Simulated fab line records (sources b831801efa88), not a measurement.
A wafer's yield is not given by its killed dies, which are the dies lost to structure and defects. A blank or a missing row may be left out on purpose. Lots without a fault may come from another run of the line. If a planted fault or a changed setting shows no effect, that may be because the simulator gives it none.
Which tool was responsible?	flow gf180mcu	11 lots with 33 wafers sampled at 5 steps, on a route of 602 steps

== WHAT EACH GAUGE READ, for each wafer ==
GF_SALICIDE_THK_MEAS_05: measures by xrf. Usual: SALICIDE_TIN_THK 19.73 nm, standard deviation 0.27.
lot	measured	on	SALICIDE_TIN_THK (nm)	flag
L886	day 15 05:05	film-metro-03	19.99 19.94 20.11	
L887	day 15 10:18	film-metro-03	20.40 19.85 20.30	
L888	day 15 23:30	film-metro-02	19.66 19.84 19.71	
L889	day 16 10:50	film-metro-04	19.98 19.90 19.96	
L890	day 16 15:59	film-metro-02	19.76 19.90 19.93	
L893	day 17 15:49	film-metro-02	20.00 19.82 19.56	
L894	day 18 02:07	film-metro-02	19.82 19.42 19.49	
L895	day 18 21:44	film-metro-02	19.88 20.10 20.05	
L900	day 20 05:09	film-metro-03	19.69 19.51 19.73	
L903	day 21 10:58	film-metro-03	19.55 19.59 19.50	
L907	day 22 09:29	film-metro-03	19.55 20.00 19.59	

GF_V1_THK_MEAS_03. Usual: V1_CVD_02_THK 853 nm, standard deviation 14.
lot	measured	on	V1_CVD_02_THK (nm)	flag
L886	day 17 05:49	film-metro-02	845 859 872	
L887	day 17 09:43	film-metro-02	830 829 843	
L888	day 18 00:43	film-metro-01	857 844 862	
L889	day 18 12:09	film-metro-02	828 869 849	
L890	day 18 18:22	film-metro-04	856 836 874	
L893	day 19 20:00	film-metro-04	843 866 841	
L894	day 20 06:14	film-metro-01	851 853 867	
L895	day 21 02:35	film-metro-02	851 856 863	
L900	day 22 09:05	film-metro-01	927 857 938	OFF
L903	day 23 12:39	film-metro-01	933 854 946	OFF
L907	day 24 10:16	film-metro-02	863 862 852	

== TOOL THAT RAN EACH LOT (tool first, then ch and the chambers of the sampled wafers, then the start) ==
lot	GF_SALICIDE_RTA_08	GF_CONTACT_ETCH_16	GF_V1_CVD_02
L886	rtp-anneal-01 ch 0, day 15 05:26	rie-diel-04 ch 0,2,3, day 16 04:29	pecvd-04 ch 1,2, day 17 05:44
L887	rtp-anneal-01 ch 0, day 15 10:34	rie-diel-01 ch 0,1, day 16 09:20	pecvd-02 ch 0,2, day 17 09:38
L888	rtp-anneal-01 ch 0, day 15 23:46	rie-diel-03 ch 2,3, day 16 23:35	pecvd-03 ch 0,2, day 18 00:37
L889	rtp-anneal-02 ch 0, day 16 11:05	rie-diel-03 ch 0,3, day 17 10:37	pecvd-02 ch 0,1,2, day 18 12:04
L890	rtp-anneal-02 ch 0, day 16 16:15	rie-diel-04 ch 1,3, day 17 15:40	pecvd-04 ch 1,2, day 18 18:18
L893	rtp-anneal-02 ch 0, day 17 16:05	rie-diel-01 ch 0,1,2, day 18 17:15	pecvd-02 ch 0,1,2, day 19 19:56
L894	rtp-anneal-01 ch 0, day 18 02:22	rie-diel-01 ch 0,1,2, day 19 03:17	pecvd-03 ch 0,2, day 20 06:10
L895	rtp-anneal-02 ch 0, day 18 21:59	rie-diel-04 ch 0,1, day 19 23:32	pecvd-04 ch 0,2, day 21 02:31
L900	rtp-anneal-02 ch 0, day 20 05:24	rie-diel-04 ch 0,1,3, day 21 06:15	pecvd-03 ch 1,2, day 22 09:01
L903	rtp-anneal-01 ch 0, day 21 11:15	rie-diel-03 ch 0,3, day 22 11:39	pecvd-03 ch 0,2, day 23 12:34
L907	rtp-anneal-02 ch 0, day 22 09:47	rie-diel-04 ch 0,1, day 23 09:21	pecvd-04 ch 0,1,2, day 24 10:10
- GF_SALICIDE_RTA_08: time 30 s.
- GF_CONTACT_ETCH_16: etches BARC in N2/H2.
- GF_V1_CVD_02: deposits SiO2 from TEOS, target thk 850 nm, time 94.851 s.

== WHAT THE TOOLS THEMSELVES READ (means of the sampled wafers that have a number; where no wafer has one, the mark that the record gives instead) ==
GF_SALICIDE_RTA_08. Usual: lamp-power-pct 17 %, standard deviation 3.2; wafer_temp_C_max 804.6, standard deviation 1.
lot	tool	lamp-power-pct (%)	wafer_temp_C_max	flag
L886	rtp-anneal-01	21	805.2	
L887	rtp-anneal-01	21	805.0	
L888	rtp-anneal-01	21	804.9	
L889	rtp-anneal-02	15	804.0	
L890	rtp-anneal-02	15	804.7	
L893	rtp-anneal-02	15	803.5	
L894	rtp-anneal-01	21	804.6	
L895	rtp-anneal-02	15	804.4	
L900	rtp-anneal-02	15	804.2	
L903	rtp-anneal-01	21	804.3	
L907	rtp-anneal-02	15	805.2	

GF_CONTACT_ETCH_16. Usual: drypump-motor-current-A 5.8 A, standard deviation 0.54; oes-product-au 0.855 a.u., standard deviation 0.005; throttle-valve-pct 13.224 %, standard deviation 0.0095.
lot	tool	drypump-motor-current-A (A)	oes-product-au (a.u.)	throttle-valve-pct (%)	flag
L886	rie-diel-04	5.5	0.855	13.221	
L887	rie-diel-01	5.6	0.853	13.223	
L888	rie-diel-03	6.3	0.854	13.217	
L889	rie-diel-03	6.1	0.856	13.229	
L890	rie-diel-04	5.6	0.854	13.217	
L893	rie-diel-01	5.8	0.858	13.236	
L894	rie-diel-01	5.8	0.860	13.227	
L895	rie-diel-04	5.5	0.855	13.224	
L900	rie-diel-04	5.2	0.852	13.226	
L903	rie-diel-03	6.1	0.854	13.224	
L907	rie-diel-04	5.2	0.853	13.226	

GF_V1_CVD_02. Usual: heater-power-w 605 W, standard deviation 130; rf-fwd-power-W 596.2 W, standard deviation 1.9.
lot	tool	heater-power-w (W)	rf-fwd-power-W (W)	flag
L886	pecvd-04	667	598.4	
L887	pecvd-02	553	596.1	
L888	pecvd-03	538	593.8	
L889	pecvd-02	559	596.3	
L890	pecvd-04	599	597.3	
L893	pecvd-02	539	595.9	
L894	pecvd-03	730	595.4	
L895	pecvd-04	606	595.5	
L900	pecvd-03	693	755.6	OFF
L903	pecvd-03	632	754.8	OFF
L907	pecvd-04	568	596.3	

== THE ANSWER, worked out from the rows above alone ==
Rule: a lot is off if the mean of its wafers that have a number lies more than 3 standard deviations from the usual mean. A lot without any number at a reading at which 4 lots or more have one is off too. Where the step has rows for the other lots, those lots are counted as sound. After the gauges, taken in route order, come the tools' own readings; for these a lot's mean is taken, as printed above. The first step at which some lot is off is used, and at that step the reading that is off furthest; a lot without a number counts as furthest.
Off: L900, L903, seen at GF_V1_THK_MEAS_03 (V1_CVD_02_THK).
A tool fits if, at a process step before that reading, it ran every lot that is off, and no sound lot after the first of them. The gauges at GF_V1_THK_MEAS_03 aren't tried: what is off there is off at GF_V1_CVD_02 too, on other tools, and a gauge's error can't cause that. One fits: pecvd-03 at GF_V1_CVD_02. A fault onset in the window from L894 (day 20 06:10, its last sound lot) to L900 (day 22 09:01, its first lot off) fits.
On the lots that are off, the tool's own readings at GF_V1_CVD_02 differ by more than 5 times the standard deviation of the sound lots' means, which bears it out; rf-fwd-power-W reads 755.2 W there versus 596.1 W on the sound lots.

== WHAT WAS PUT IN BY THE SIMULATOR ==
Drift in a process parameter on pecvd-03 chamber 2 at GF_V1_CVD_02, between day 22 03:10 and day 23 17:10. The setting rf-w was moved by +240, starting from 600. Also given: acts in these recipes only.
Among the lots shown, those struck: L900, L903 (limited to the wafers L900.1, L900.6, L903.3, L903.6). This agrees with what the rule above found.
